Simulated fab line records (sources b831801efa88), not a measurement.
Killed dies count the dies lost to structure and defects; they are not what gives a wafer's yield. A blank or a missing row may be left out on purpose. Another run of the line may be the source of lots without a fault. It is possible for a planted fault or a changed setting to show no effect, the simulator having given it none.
Which tool did it? -- flow gf180mcu -- 12 lots with 36 wafers sampled at 2 steps, on a route of 602 steps

WHAT THE GAUGES SHOWED, per wafer
GF_M2_OVL_MEAS_15.
lot,measured,on,M2_OVL (nm)
L075,day 19 19:19,overlay-02,-5 0 -7
L077,day 20 16:13,overlay-02,-1 -1 0
L079,day 21 16:49,overlay-02,6 1 -1
L080,day 21 21:04,overlay-01,-8 5 -9
L083,day 22 19:07,overlay-02,3 2 2
L085,day 23 03:50,overlay-02,-12 -8 -5
L087,day 24 16:31,overlay-01,-2 -3 0
L089,day 24 23:16,overlay-01,4 -3 2
L091,day 25 11:31,overlay-02,-5 -9 -2
L093,day 25 17:34,overlay-02,-6 -10 -11
L095,day 26 13:38,overlay-02,-3 -7 -4
L097,day 27 10:10,overlay-02,4 5 1

WHICH TOOL RAN EACH LOT (tool, then ch and the chambers of the sampled wafers, then the start)
lot,GF_PSD_STRIP_10
L075,"plasma asher-01 ch 0,1, day 14 17:28"
L077,"plasma asher-04 ch 0,1, day 15 13:34"
L079,"plasma asher-02 ch 0,1, day 16 12:01"
L080,"plasma asher-02 ch 0,1, day 16 14:58"
L083,"plasma asher-04 ch 0,1, day 17 14:04"
L085,"plasma asher-01 ch 0,1, day 17 22:59"
L087,"plasma asher-02 ch 0, day 19 13:25"
L089,"plasma asher-04 ch 0,1, day 19 18:51"
L091,"plasma asher-02 ch 0,1, day 20 11:40"
L093,"plasma asher-02 ch 0,1, day 20 18:15"
L095,"plasma asher-02 ch 0,1, day 21 17:41"
L097,"plasma asher-02 ch 0,1, day 22 14:33"
- GF_PSD_STRIP_10: strips in O2/N2.

THE ANSWER, worked out from the rows above alone
Rule: the usual values come from the lots themselves. Put in order of their means at a reading, lots are off if they are a third of the lots or fewer, leave a main group of 4 or more, and stand apart from it by a gap of 3 or more times the standard deviation of the main group's means; of several such gaps the widest counts. Not used: any main group whose means are identical at the precision the tables above print for the reading. Also off: a lot with no number at a reading for which 4 or more lots have one. Any other lot the step has rows for is counted as sound.
Across all readings shown, no lot is off: no conclusion can be drawn from this.

WHAT THE SIMULATOR HAD PUT IN
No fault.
